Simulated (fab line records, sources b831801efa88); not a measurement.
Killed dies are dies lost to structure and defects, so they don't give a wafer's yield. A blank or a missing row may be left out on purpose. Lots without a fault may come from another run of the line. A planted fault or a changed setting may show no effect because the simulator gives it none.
Which tool did it? | flow gf180mcu | 12 lots, 36 wafers sampled, at 3 steps of a route of 602

WHAT THE GAUGES READ, wafer by wafer
GF_M2_OVL_MEAS_15.
lot  | measured     | on         | M2_OVL (nm)
L271 | day 18 23:40 | overlay-02 | -8 -2 -9
L273 | day 19 15:56 | overlay-01 | 2 -5 -3
L274 | day 20 07:28 | overlay-02 | -6 -5 -3
L275 | day 20 15:02 | overlay-01 | -3 -4 -3
L284 | day 24 05:58 | overlay-01 | -2 1 0
L285 | day 24 12:11 | overlay-02 | 5 5 2
L287 | day 25 10:44 | overlay-01 | 13 7 4
L290 | day 25 21:52 | overlay-02 | 8 6 8
L291 | day 26 03:17 | overlay-01 | 3 -2 -3
L292 | day 26 11:37 | overlay-01 | -8 -2 -1
L293 | day 26 18:46 | overlay-02 | -7 -11 -12
L294 | day 27 02:04 | overlay-01 | 1 5 -5

WHICH TOOL RAN EACH LOT (tool, then ch and the chambers of the sampled wafers, then the start)
lot  | GF_SALICIDE_SPUTTER_02       | GF_V1_SPUTTER_21
L271 | pvd_sputter-04, day 15 00:21 | pvd_sputter-02, day 18 00:16
L273 | pvd_sputter-01, day 15 14:24 | pvd_sputter-02, day 18 15:32
L274 | pvd_sputter-04, day 16 04:35 | pvd_sputter-02, day 19 07:08
L275 | pvd_sputter-02, day 16 12:00 | pvd_sputter-01, day 19 14:41
L284 | pvd_sputter-02, day 20 02:01 | pvd_sputter-01, day 23 06:40
L285 | pvd_sputter-01, day 20 08:44 | pvd_sputter-02, day 23 12:19
L287 | pvd_sputter-04, day 20 22:19 | pvd_sputter-03, day 24 00:52
L290 | pvd_sputter-02, day 21 20:57 | pvd_sputter-03, day 24 23:38
L291 | pvd_sputter-02, day 22 03:50 | pvd_sputter-03, day 25 05:25
L292 | pvd_sputter-01, day 22 13:53 | pvd_sputter-02, day 25 13:14
L293 | pvd_sputter-02, day 22 21:36 | pvd_sputter-03, day 25 21:07
L294 | pvd_sputter-04, day 23 05:33 | pvd_sputter-01, day 26 04:20
- GF_SALICIDE_SPUTTER_02: material Co, target thk 10 nm, time 20 s.
- GF_V1_SPUTTER_21: material Ti, target thk 15 nm, time 80.02 s.

WHAT THE TOOLS THEMSELVES READ (means of the sampled wafers that have a number; where no wafer has one, the mark that the record gives instead)
GF_SALICIDE_SPUTTER_02.
lot  | tool           | throttle_valve_pct (%)
L271 | pvd_sputter-04 | 29.3
L273 | pvd_sputter-01 | 30.3
L274 | pvd_sputter-04 | 29.2
L275 | pvd_sputter-02 | 28.3
L284 | pvd_sputter-02 | 29.8
L285 | pvd_sputter-01 | 29.7
L287 | pvd_sputter-04 | 30.2
L290 | pvd_sputter-02 | 30.5
L291 | pvd_sputter-02 | 31.2
L292 | pvd_sputter-01 | 30.3
L293 | pvd_sputter-02 | 30.4
L294 | pvd_sputter-04 | 29.8

GF_V1_SPUTTER_21.
lot  | tool           | throttle_valve_pct (%)
L271 | pvd_sputter-02 | 29.5
L273 | pvd_sputter-02 | 29.1
L274 | pvd_sputter-02 | 30.6
L275 | pvd_sputter-01 | 29.8
L284 | pvd_sputter-01 | 29.9
L285 | pvd_sputter-02 | 29.8
L287 | pvd_sputter-03 | 31.6
L290 | pvd_sputter-03 | 30.6
L291 | pvd_sputter-03 | 30.5
L292 | pvd_sputter-02 | 29.9
L293 | pvd_sputter-03 | 30.5
L294 | pvd_sputter-01 | 30.1

THE ANSWER, worked out from the rows above alone
Rule: what is usual is taken from the lots themselves. Put in order of their means at a reading, lots are off if they are a third of the lots or fewer, leave a main group of 4 or more, and stand apart from it by a gap of 3 or more times the standard deviation of the main group's means; of several such gaps the widest counts. A main group whose means are all the same, to the digits that the tables above print for the reading, isn't used. A lot without any number at a reading at which 4 lots or more have one is off too. The other lots that the step has rows for count as sound. The gauges are gone through in route order, then the tools' own readings, and for those a lot's mean is taken as printed above. The first step at which some lot is off is used, and at that step the reading that is off furthest; a lot without a number counts as furthest.
No lot is off at any reading shown: from this, nothing can be told.

WHAT THE SIMULATOR HAD PUT IN
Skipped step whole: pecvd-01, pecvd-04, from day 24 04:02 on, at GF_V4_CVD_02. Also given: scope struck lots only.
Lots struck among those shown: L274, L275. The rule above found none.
